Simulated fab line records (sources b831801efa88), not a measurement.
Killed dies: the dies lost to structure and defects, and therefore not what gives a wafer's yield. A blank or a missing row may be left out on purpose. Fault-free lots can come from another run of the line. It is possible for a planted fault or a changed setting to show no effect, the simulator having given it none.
Chamber matching :: flow gf180mcu :: rieSi-02 running GF_POLY_GATE_ETCH_13: 4 sister chambers
The step etches poly-Si in HBr/Cl2, stops on SiO2, target depth 198.5 nm, time 69.6 s. 4 wafers are shown with their chamber, then 9 later ones without.

## WAFERS WITH THEIR CHAMBER
wafer: L703.4
chamber: 0
drypumpMotorCurrentA (A): 5.1

wafer: L705.1
chamber: 3
drypumpMotorCurrentA (A): 6.1

wafer: L705.3
chamber: 1
drypumpMotorCurrentA (A): 5.2

wafer: L705.4
chamber: 2
drypumpMotorCurrentA (A): 6.8

## WAFERS WITH NO CHAMBER GIVEN
wafer: L709.1
drypumpMotorCurrentA (A): 6.1

wafer: L709.3
drypumpMotorCurrentA (A): 5.0

wafer: L709.4
drypumpMotorCurrentA (A): 5.2

wafer: L710.4
drypumpMotorCurrentA (A): 5.2

wafer: L710.5
drypumpMotorCurrentA (A): 6.1

wafer: L710.6
drypumpMotorCurrentA (A): 5.1

wafer: L711.1
drypumpMotorCurrentA (A): 5.2

wafer: L711.2
drypumpMotorCurrentA (A): 6.8

wafer: L711.6
drypumpMotorCurrentA (A): 5.3

## WHICH CHAMBER EACH ONE RAN IN
wafer: L709.1
from the rows above: 3
in truth: 3

wafer: L709.3
from the rows above: 0
in truth: 0

wafer: L709.4
from the rows above: 1
in truth: 1

wafer: L710.4
from the rows above: 1
in truth: 1

wafer: L710.5
from the rows above: 3
in truth: 3

wafer: L710.6
from the rows above: 0
in truth: 0

wafer: L711.1
from the rows above: 1
in truth: 1

wafer: L711.2
from the rows above: 2
in truth: 2

wafer: L711.6
from the rows above: 1
in truth: 1
Correct placement for 9 of the 9. Not placeable from these rows: 0. Placed wrongly: 0.
How it was worked out, from the rows above alone: a wafer's distance from a chamber is the root of the sum, over the readings, of the square of ((its reading less the chamber's mean) divided by the reading's scatter). The wafer belongs to the nearest chamber; if the next one is less than 2 further off, it can't be placed. The mean given for a chamber averages the wafers shown for that chamber. The scatter (one wafer shown for each chamber): square how far every hidden wafer sits from the nearest shown wafer, average those squares and take the square root.
